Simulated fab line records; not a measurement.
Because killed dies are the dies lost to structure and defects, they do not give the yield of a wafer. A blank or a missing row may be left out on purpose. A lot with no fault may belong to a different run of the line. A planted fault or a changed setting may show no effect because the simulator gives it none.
2 desks, one fault / flow sky130 / numbers are kept per desk, each desk with only its own; the story behind them comes last

== AT THE TOOL OWNER'S DESK: pvd-sputter-01 ==
The tool's own readings at SKY_CAP2M_SPUTTER_02 (material TiN, target thk 200 nm, time 166.7 s): means of the sampled wafers that have a number, for each lot that ran on this tool. Any lot whose mean is over 4 standard deviations away from the usual mean is out of limits and marked OUT; that distance is given in the brackets.
Columns: A = cathode-dc-power-W at SKY_CAP2M_SPUTTER_02, usual 6500.0 W; B = substrate-temp-c at SKY_CAP2M_SPUTTER_02, usual 299.96 C; C = throttle-valve-pct at SKY_CAP2M_SPUTTER_02, usual 30.3 %
lot=L409; first seen here=day 41 06:34; A=6500.1; B=299.80; C=30.9
lot=L410; first seen here=day 41 06:53; A=6499.8; B=299.99; C=30.0
lot=L411; first seen here=day 41 13:01; A=6500.4; B=299.90; C=29.3
lot=L422; first seen here=day 44 19:28; A=6695.1 (+99 or more) OUT; B=300.06; C=30.2
This desk's verdict: out of limits on L422, starting with L422 at day 44 19:28 (cathode-dc-power-W at SKY_CAP2M_SPUTTER_02). Within limits: L409, L410, L411.

== THE METROLOGY DESK ==
Means of the sampled wafers that have a number, per lot and without regard to the tool the lot ran on: this is what the gauges read. Any lot whose mean is over 4 standard deviations away from the usual mean is out of limits and marked OUT; that distance is given in the brackets.
Columns: A = VIA2_HDPCVD_THK at SKY_VIA2_THK_MEAS_01, usual 1184 nm; B = CAP2M_TIN_RS at SKY_CAP2M_RS_MEAS_03, usual 6.93 ohm/sq; C = CAP2M_TIN_THK at SKY_CAP2M_THK_MEAS_04, usual 199.0 nm
lot=L409; first seen here=day 36 19:01; A=1185; B=6.94; C=198.7
lot=L410; first seen here=day 36 20:52; A=1178; B=7.01; C=197.8
lot=L411; first seen here=day 37 02:14; A=1190; B=6.94; C=199.0
lot=L420; first seen here=day 40 00:40; A=1189; B=6.88; C=199.8
lot=L421; first seen here=day 40 03:39; A=1180; B=6.89; C=198.2
lot=L422; first seen here=day 40 15:28; A=1164; B=6.78; C=204.3
lot=L425; first seen here=day 41 09:54; A=1177; B=6.85; C=203.1
lot=L428; first seen here=day 42 07:35; A=1192; B=6.88; C=201.7
lot=L429; first seen here=day 42 10:20; A=1181; B=6.82; C=203.4
This desk found nothing out of limits on any of the 9 lots.

== ALL TOGETHER ==
At day 44 19:28, on L422, the tool owner's desk was in a position to raise an alarm.
The metrology desk saw nothing out of limits.
The metrology desk holds a record of L422, inside its limits.
On pvd-sputter-01, each named lot ran SKY_CAP2M_SPUTTER_02.

== WHAT THE SIMULATOR HAD INSERTED ==
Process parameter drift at SKY_CAP2M_SPUTTER_02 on pvd-sputter-01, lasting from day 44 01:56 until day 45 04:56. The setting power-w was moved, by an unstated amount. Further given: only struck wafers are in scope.
Struck lots among those shown: L422.
Each desk's first reading out of limits, in hours after the fault started: the tool owner's desk, 18.
